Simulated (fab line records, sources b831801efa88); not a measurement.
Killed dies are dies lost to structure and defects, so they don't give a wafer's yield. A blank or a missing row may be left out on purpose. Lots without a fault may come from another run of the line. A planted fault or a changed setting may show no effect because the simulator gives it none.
fab line records | flow sky130
record lots=6 wafers=17 last_day=50
route steps=708 shown VIA2@509
lots that met no fault: from a run of the same line without faults
start_h: hours from the record's first day to the start of the lot's first wafer shown | wait_h: hours since the lot's step before | " the same as in the row above | L1.1+2: a row that stands for several wafers | - no value, or no start given | * or withheld: withheld | < > ~ a bound
route shown NAME@n: a module of which the file shows steps, and the number in the route of the first | usual: mean/standard deviation of fault-free wafers | same: alike in all rows | chamber/n: place in a boat | sites: the reading at each site | _std_site: their standard deviation | _edge_site: outer sites' mean less inner sites' | radius_mm: how far each site lies from the wafer's centre | mask NAME#n: copy n | behind: the tool/chamber that last shaped the wafer | hold: why the lot was held/for how many hours/how that ended | device: the transistor (n, p or np) that didn't switch | end of line: the same wafers' tests at the end of the route | a step without rows: its recipe alone | killed: dies lost to structure and defects at the first sort, not the wafer's yield | map: a wafer's dies, x killed, . not, _ none there
set.NAME: the setting as run; set.NAME@STEP: as run at that earlier step | model.NAME: the simulator's own value behind a step, which no gauge read
lots at some steps of the route; a table a step, a row a wafer
services: from which hour (start_h, from the record's first day; less than 0 if before it) a tool's chamber was out of use, for how many hours, and why
## steps
# step SKY_VIA2_CMP_02
# recipe material=SiO2 down_force_psi=4 platen_rpm=60 pad_velocity_m_s=0.94248
# usual motor_current_A=12.2/0.83
# columns lot.wafer tool chamber start_h wait_h motor_current_A
L278.2 cmp-01 0 823.05 0.0 11.2
L278.3 " 1 " " 13.0
L278.1 " 3 " " 12.0
L289.2 cmp-01 1 906.56 0.0 12.7
L289.6 " 2 " " 11.6
L291.3 cmp-01 0 925.19 0.1 10.3
L291.1 " 1 " " 13.0
L291.6 " 3 " " 12.8
L293.2 cmp-01 0 939.23 0.0 11.2
L293.1 " 3 " " 12.2
L293.5 " 1 " " 12.8
L294.1 cmp-02 2 942.28 0.1 11.6
L294.3 " 0 " " 12.4
L294.5 " 2 " " 11.7
L301.3 cmp-01 1 987.36 0.1 12.6
L301.5 " 3 " " 11.9
L301.6 " 0 " " 10.8
# step SKY_VIA2_BOW_MEAS_03
# recipe mode=bow
# usual VIA2_BOW=85/6.8
# columns lot.wafer tool chamber start_h wait_h VIA2_BOW[um]
L278.1 film_metro-03 - 823.35 0.1 82
L278.2 " - " " 81
L278.3 " - " " 81
L289.2 film_metro-03 - 906.88 0.3 84
L289.6 " - " " 92
L291.1 film_metro-02 - 925.44 0.1 77
L291.3 " - " " 83
L291.6 " - " " 91
L293.1 film_metro-03 - 939.53 0.1 84
L293.2 " - " " 95
L293.5 " - " " 94
L294.1 film_metro-01 - 942.58 0.2 86
L294.3 " - " " 82
L294.5 " - " " 79
L301.3 film_metro-02 - 987.60 0.2 84
L301.5 " - " " 77
L301.6 " - " " 94
# step SKY_VIA2_DEHYDRATE_04
# recipe temp_c=200 time_s=60
# step SKY_VIA2_HMDS_05
# recipe prime_time_s=60 prime_temp_c=120
# step SKY_VIA2_COAT_06
# recipe resist=BARC temp_c=withheld time_s=withheld spin_rpm=3000 resist_thk_nm=60
# step SKY_VIA2_COAT_07
# recipe resist=KrF-thick spin_rpm=3000 resist_thk_nm=450
# step SKY_VIA2_SOFTBAKE_08
# recipe temp_c=100 time_s=90 resist=KrF-thick
# step SKY_VIA2_EXPOSE_09
# recipe mask_id=VIM2 na=0.8 source_shape=annular sigma_inner=0.55 sigma_outer=0.85 target_cd_nm=200 dose_mj=38
# step SKY_VIA2_PEB_10
# recipe peb_temp_c=withheld peb_time_s=withheld resist=KrF-thick
# step SKY_VIA2_DEVELOP_11
# recipe develop_time_s=60 resist=KrF-thick dev_temp_c=21
# step SKY_VIA2_CD_MEAS_12
# recipe target_cd_nm=200
# usual cd_nm=200.2/1.3
# columns lot.wafer tool chamber start_h wait_h cd_nm
L278.1 cd_sem-01 - 849.12 - 198.8
L278.2 " - " " 198.9
L278.3 " - " " 199.2
L289.2 cd_sem-02 - 931.85 - 201.6
L289.6 " - " " 200.7
L291.1 cd_sem-01 - 950.27 - 199.4
L291.3 " - " " 199.5
L291.6 " - " " 199.4
L293.1 cd_sem-01 - 963.32 - 200.0
L293.2 " - " " 202.4
L293.5 " - " " 200.5
L294.1 cd_sem-01 - 966.77 - 202.3
L294.3 " - " " 202.2
L294.5 " - " " 202.7
L301.3 cd_sem-02 - 1010.97 - 200.1
L301.5 " - " " 199.1
L301.6 " - " " 198.9
# step SKY_VIA2_OVL_MEAS_13
# usual VIA2_OVL=-5/5.1
# columns lot.wafer tool chamber start_h wait_h VIA2_OVL[nm]
L278.1 overlay-02 - 849.24 0.1 -15
L278.2 " - " " -7
L278.3 " - " " -11
L289.2 overlay-01 - 931.96 0.1 -7
L289.6 " - " " -10
L291.1 overlay-01 - 950.39 0.1 -1
L291.3 " - " " -3
L291.6 " - " " 0
L293.1 overlay-01 - 963.44 0.1 5
L293.2 " - " " -5
L293.5 " - " " 5
L294.1 overlay-02 - 966.89 0.1 2
L294.3 " - " " -5
L294.5 " - " " -1
L301.3 overlay-02 - 1011.06 0.1 -5
L301.5 " - " " -6
L301.6 " - " " -7
# step SKY_VIA2_ETCH_14
# recipe chemistry=N2/H2 target=BARC ion_energy_ev=200 source_w=500 bias_w=100 pressure_mtorr=30 n2_flow_sccm=100 h2_flow_sccm=200 stop_on=SiO2 time_s=45.9 target_depth_a=600
# usual drypump_motor_current_A=5.7/0.5 oes_product_au=0.854/0.0047 run_length_s=74.2/0.45 throttle_valve_pct=13.224/0.0088
# columns lot.wafer tool chamber start_h wait_h drypump_motor_current_A oes_product_au rf_hours_counter_h run_length_s throttle_valve_pct model.KrF-thick_of_VIA2_COAT_07.thk_nm
L278.1 rie_diel-03 3 849.28 0.0 5.2 0.853 5 74.2 13.218 391.7
L278.2 " 2 " " 5.9 0.854 6 74.0 13.235 390
L278.3 " 0 " " 5.4 0.854 5 74.3 13.207 392.2
L289.2 rie_diel-04 0 931.99 0.0 5.5 0.924 17 70.5 13.216 395.3
L289.6 " 3 " " 6.5 0.927 - 70.2 13.229 395.3
L291.1 rie_diel-04 3 950.42 0.0 6.5 0.859 29 73.8 13.233 393.7
L291.3 " 1 " " 5.2 0.852 18 74.2 13.222 394.2
L291.6 " 1 " " 5.2 0.930 - 70.1 13.242 398.5
L293.1 rie_diel-02 0 963.47 0.0 5.5 0.847 10 73.7 13.215 392.2
L293.2 " 1 " " 5.6 0.851 25 74.9 13.208 394
L293.5 " 0 " " 5.5 0.855 - 73.6 13.233 394.3
L294.1 rie_diel-02 0 966.93 0.0 5.5 0.863 10 73.4 13.220 392
L294.3 " 2 " " 6.5 0.852 5 73.8 13.225 393
L294.5 " 3 " " 5.2 0.853 - 73.6 13.228 390.1
L301.3 rie_diel-04 2 1011.09 0.0 5.6 0.857 18 74.3 13.222 393.9
L301.5 " 1 " " 5.2 0.851 - 73.6 13.238 393.3
L301.6 " 0 " " 5.5 0.846 - 74.7 13.225 394.5
# step SKY_VIA2_ETCH_15
# recipe target=SiO2 chemistry=C4F8/O2/Ar target_depth_nm=546 stop_on=TiN mask_material=KrF-thick source_w=1500 bias_w=1200 pressure_mtorr=40 c4f8_flow_sccm=withheld O2_flow_sccm=6 Ar_flow_sccm=300 time_s=84
# usual oes_product_au=0.939/0.0044 run_length_s=112.3/0.51
# columns lot.wafer tool chamber start_h wait_h oes_product_au run_length_s model.KrF-thick_of_VIA2_COAT_07.thk_nm
L278.1 rie_diel-03 3 849.32 0.0 0.937 112.3 283.2
L278.2 " 2 " " 0.935 111.9 280.3
L278.3 " 0 " " 0.934 112.3 283.7
L289.2 rie_diel-04 0 932.03 0.0 0.933 113.3 287.6
L289.6 " 3 " " 0.944 112.0 285.1
L291.1 rie_diel-04 3 950.47 0.0 0.938 111.9 284.1
L291.3 " 1 " " 0.936 111.7 286.7
L291.6 " 1 " " 0.937 112.1 291.9
L293.1 rie_diel-02 0 963.52 0.0 0.943 111.9 283
L293.2 " 1 " " 0.944 113.0 284.2
L293.5 " 0 " " 0.940 111.8 284.2
L294.1 rie_diel-02 0 966.97 0.0 0.942 111.5 282.5
L294.3 " 2 " " 0.936 112.2 285.3
L294.5 " 3 " " 0.941 111.5 278.8
L301.3 rie_diel-04 2 1011.13 0.0 0.934 113.1 287.7
L301.5 " 1 " " 0.941 111.9 286.4
L301.6 " 0 " " 0.938 113.0 287.4
# step SKY_VIA2_STRIP_16
# recipe chemistry=O2/N2 power_w=1400 pressure_mtorr=1500 platen_temp_c=withheld o2_flow_sccm=3000 n2_flow_sccm=300 overash_fraction=0.5
# usual drypump_motor_current_A=5.5/0.33 oes_product_au=0.399/0.0049 strip_time_to_endpoint_s=4.058/0.025
# columns lot.wafer tool chamber start_h wait_h drypump_motor_current_A oes_product_au rf_hours_counter_h strip_time_to_endpoint_s
L278.1 plasma_asher-03 0 849.38 0.0 5.5 0.392 39 4.038
L278.2 " 1 " " 5.6 0.395 39 4.010
L278.3 " 0 " " 5.5 0.398 - 4.045
L289.2 plasma_asher-03 0 932.09 0.0 5.5 0.407 48 4.097
L289.6 " 0 " " 5.6 0.407 - 4.045
L291.1 plasma_asher-02 1 950.53 0.0 4.8 0.402 106 4.052
L291.3 " 0 " " 5.8 0.403 - 4.093
L291.6 " 1 " " 4.7 0.402 - 4.150
L293.1 plasma_asher-02 1 963.58 0.0 4.8 0.397 107 4.048
L293.2 " 0 " " 5.8 0.392 107 4.056
L293.5 " 0 " " 5.8 0.397 - 4.051
L294.1 plasma_asher-04 1 967.03 0.0 5.3 0.392 86 4.048
L294.3 " 0 " " 5.9 0.395 - 4.058
L294.5 " 0 " " 5.9 0.400 - 3.994
L301.3 plasma_asher-03 0 1011.23 0.1 5.6 0.408 - 4.081
L301.5 " 1 " " 5.6 0.406 - 4.079
L301.6 " 0 " " 5.6 0.397 - 4.089
## services
# columns tool chamber start_h hours kind
plasma_asher-03 - 827.67 14.6 pm
rie_diel-04 1 845.43 15.9 repair
plasma_asher-02 - 866.62 2.1 repair
rie_diel-02 2 868.05 2.7 repair
rie_diel-02 - 869.02 0.4 repair
rie_diel-03 0 869.24 8.0 repair
rie_diel-04 0 879.29 1.7 repair
plasma_asher-02 - 895.72 4.4 repair
rie_diel-03 - 898.13 2.8 pm
rie_diel-04 1 903.32 11.7 repair
cmp-02 - 912.00 4.0 pm
cmp-02 - 916.00 - consumable_replace:conditioner
cmp-01 - 918.50 5.3 pm
cmp-01 - 926.55 3.8 repair
cmp-01 - 926.73 5.7 repair
rie_diel-04 - 939.67 0.3 repair
rie_diel-04 2 941.71 13.9 repair
rie_diel-02 3 952.31 7.9 repair
plasma_asher-03 - 959.30 0.5 repair
plasma_asher-04 - 962.02 3.4 repair
plasma_asher-02 - 984.34 15.6 pm
cmp-02 - 993.62 0.6 repair
plasma_asher-04 - 995.30 28.1 pm
plasma_asher-02 - 1010.77 29.0 pm
## key
first_sign step=SKY_VIA2_ETCH_14 reading=oes_product_au direction=up sigmas=16 usual=0.854 struck=0.927
effect step=SKY_VIA2_ETCH_14 reading=run_length_s direction=down sigmas=8.8 usual=* struck=*
model_effect step=SKY_VIA2_ETCH_14 value=KrF-thick_of_VIA2_COAT_07.thk_nm without=392.5 struck=396.4
model_effect step=SKY_VIA2_ETCH_15 value=KrF-thick_of_VIA2_COAT_07.thk_nm without=284.3 struck=288.2
met_at SKY_VIA2_ETCH_14
struck_wafers L289.2,L289.6,L291.6
sort_left_out L289.2,L289.6,L291.6
fault kind=process_parameter_drift tool=rie_diel-04 chamber=- onset_h=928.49 steps=SKY_VIA2_ETCH_14 channel=time_s offset=* shape=step end_h=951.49 scope=struck_wafers_only acts_in=* stated=*
# sort_left_out: the simulated sort isn't trusted on such a fault, so these wafers' sort isn't shown, and their yield isn't known
